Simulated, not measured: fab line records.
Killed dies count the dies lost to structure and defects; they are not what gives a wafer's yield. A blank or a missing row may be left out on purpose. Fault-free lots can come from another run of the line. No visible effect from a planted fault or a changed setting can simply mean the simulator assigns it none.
Comparing a struck lot with a sound one | flow sky130 | 28 out of 708 route steps
Sound: the wafers L319.3, L319.4, L319.5. Wafers L324.2, L324.4, L324.6 were the ones struck. At the end, the cause is stated.
At each step with rows: each side's tool, then ch and its chambers, then its first start. Under that, the readings that differ: sound wafers | struck wafers | difference of the means | sigmas: that difference in standard deviations of wafers without a fault.
alike: a reading whose means differ by less than 2 such deviations, as well as words and numbers matching on both sides. not compared: withheld readings; readings where some wafer has no value; bounds like >300 that might hide an equal value; numbers whose values overlap and for which the record gives no deviation.
The two part at a step that has a row with sigmas, a row that says differs or no value, or rows on one side only. When numbers do not overlap yet have no deviation, they are printed without sigmas and do not part them. Lack of a reading on every wafer of one side parts them only where that side has two or more wafers.

SKY_SD_N_OVL_MEAS_08:
  sound on overlay-02, day 30 02:21; struck on overlay-02, day 31 16:35
  alike: SD_N_OVL
then, 2 steps without rows for these wafers: SKY_SD_N_IMPLANT_09; SKY_SD_N_IMPLANT_10.
SKY_SD_N_STRIP_11: strips in O2/N2.
  sound on plasma asher-01 ch 0,1, day 30 02:43; struck on plasma asher-03 ch 0,1, day 31 16:55
  alike: drypump motor current A, oes product au, strip time to endpoint s
  not compared: rf hours counter h
SKY_SD_N_TW_MEAS_12:
  sound on film metro-01, day 30 02:47; struck on film metro-01, day 31 17:01
  alike: SD_N_TW
then, 1 step without rows for these wafers: SKY_SD_N_CLEAN_13 (cleans in SC1/SC2, time 150 s).
SKY_SD_N_RTA_14: time 2 s.
  sound on rtp anneal-02 ch 0, day 30 02:54; struck on rtp anneal-01 ch 0, day 31 17:07
  alike: lamp power pct, wafer_temp_C_max
SKY_SD_N_RS_MEAS_16: measures by four-point-probe.
  sound on film metro-02, day 30 03:06; struck on film metro-01, day 31 17:19
  alike: SD_N_RS
SKY_SD_N_RS_MEAS_17: measures by four-point-probe.
  sound on film metro-02, day 30 03:13; struck on film metro-01, day 31 17:26
  alike: SD_P_RS
SKY_SD_N_RS_MEAS_18: measures by four-point-probe.
  sound on film metro-02, day 30 03:20; struck on film metro-01, day 31 17:33
  alike: RES_XHIGH_RS
then, 1 step without rows for these wafers: SKY_SALICIDE_CLEAN_00 (cleans in HF-last, time 30 s).
SKY_LI_CONTACT_HDPCVD_00: deposits PSG, target thk 930 nm, time 155 s.
  sound on hdpcvd-01 ch 0,2, day 30 03:26; struck on hdpcvd-02 ch 0,1, day 31 17:40
  no value came back on the struck wafers for pressure mtorr (mTorr), run length s (s); on the sound wafers pressure mtorr (mTorr) reads 6.002 6.002 6.011
SKY_LI_CONTACT_CMP_02: polishes PSG.
  sound on cmp-01 ch 1,2,3, day 30 03:36; struck on cmp-01 ch 1,3, day 31 17:50
  reading                | sound          | struck | difference                    | sigmas
  time to endpoint s (s) | 28.5 30.8 31.7 | - - -  | no value on the struck wafers |
  alike: motor current A, slurry flow ml min
SKY_LI_CONTACT_BOW_MEAS_03:
  sound on film metro-01, day 30 03:56; struck on film metro-04, day 31 18:09
  reading             | sound    | struck   | difference | sigmas
  LI_CONTACT_BOW (um) | 53 64 58 | 29 23 20 | -34        | -5
then, 8 steps without rows for these wafers: SKY_LI_CONTACT_DEHYDRATE_04 (time 60 s); SKY_LI_CONTACT_HMDS_05 (prime time 60 s); SKY_LI_CONTACT_COAT_06 (resist thk 60 nm); SKY_LI_CONTACT_COAT_07 (resist thk 450 nm); SKY_LI_CONTACT_SOFTBAKE_08 (time 90 s); SKY_LI_CONTACT_EXPOSE_09 (exposes mask LICM1, target cd 170 nm); SKY_LI_CONTACT_PEB_10; SKY_LI_CONTACT_DEVELOP_11 (develop time 60 s).
SKY_LI_CONTACT_CD_MEAS_12 targets a cd of 170 nm.
  sound on cd sem-02, day 31 06:56; struck on cd sem-02, day 32 21:27
  alike: cd nm
SKY_LI_CONTACT_OVL_MEAS_13:
  sound on overlay-02, day 31 07:02; struck on overlay-01, day 32 21:33
  alike: LI_CONTACT_OVL
SKY_LI_CONTACT_ETCH_14: etches BARC in N2/H2, stops on SiO2, time 45.9 s, target depth 60 nm.
  sound on rie diel-02 ch 0,2, day 31 07:04; struck on rie diel-04 ch 1,2,3, day 32 21:35
  alike: drypump motor current A, oes product au, throttle valve pct
  not compared: rf hours counter h
SKY_LI_CONTACT_ETCH_15: etches PSG in C4F8/O2/Ar, stops on Si, target depth 600 nm.
  sound on rie diel-02 ch 0,2, day 31 07:06; struck on rie diel-04 ch 1,2,3, day 32 21:37
  reading                                | sound             | struck            | difference | sigmas
  oes product au (a.u.)                  | 0.836 0.830 0.833 | 0.371 0.373 0.383 | -0.457     | -99 or more
  model.etch.depth nm (nm)               | 594.2 593.9 595.5 | 0 0 0             | -595       |
  model.LI_CONTACT.feature depth nm (nm) | 594.2 593.9 595.5 | 1e-09 1e-09 1e-09 | -6e+02     |
SKY_LI_CONTACT_STRIP_16: strips in O2/N2.
  sound on plasma asher-03 ch 0,1, day 31 07:13; struck on plasma asher-02 ch 1, day 32 21:43
  alike: drypump motor current A, oes product au, strip time to endpoint s
  not compared: rf hours counter h
-- record jumps: 16 days separate the struck wafers' starts on either side; left off in module LI_CONTACT, taken up again in module PAD_OPEN, whose first shown step is the route's number 708 --
SKY_PAD_OPEN_PROBE_99:
  sound on prober-02, day 47 03:40; struck on prober-02, day 48 17:46
  reading             | sound    | struck      | difference | sigmas
  killed_at_M0_to_M3  | 40 48 39 | 9 7 8       | -34        | -6
  killed at contacts  | 22 16 32 | 481 481 483 | +458       | +82
  killed at front end | 13 13 17 | 2 3 1       | -12        | -3
  killed dies         | 81 78 90 | 492 492 492 | +409       | +45
  killed on rim       | 16 11 19 | 96 96 96    | +81        | +22
  killed open         | 43 42 51 | 8 11 9      | -36        | -5
  killed short        | 38 36 38 | 10 3 7      | -31        | -5
  alike: killed_at_M4_up, killed at other

## WHERE THEY PART
First at SKY_LI_CONTACT_HDPCVD_00; last, within this record, at SKY_PAD_OPEN_PROBE_99.

WHY: what the simulator had put in
Beginning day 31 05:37, the whole step at SKY_LI_CONTACT_HDPCVD_00 was skipped on hdpcvd-02. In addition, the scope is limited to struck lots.
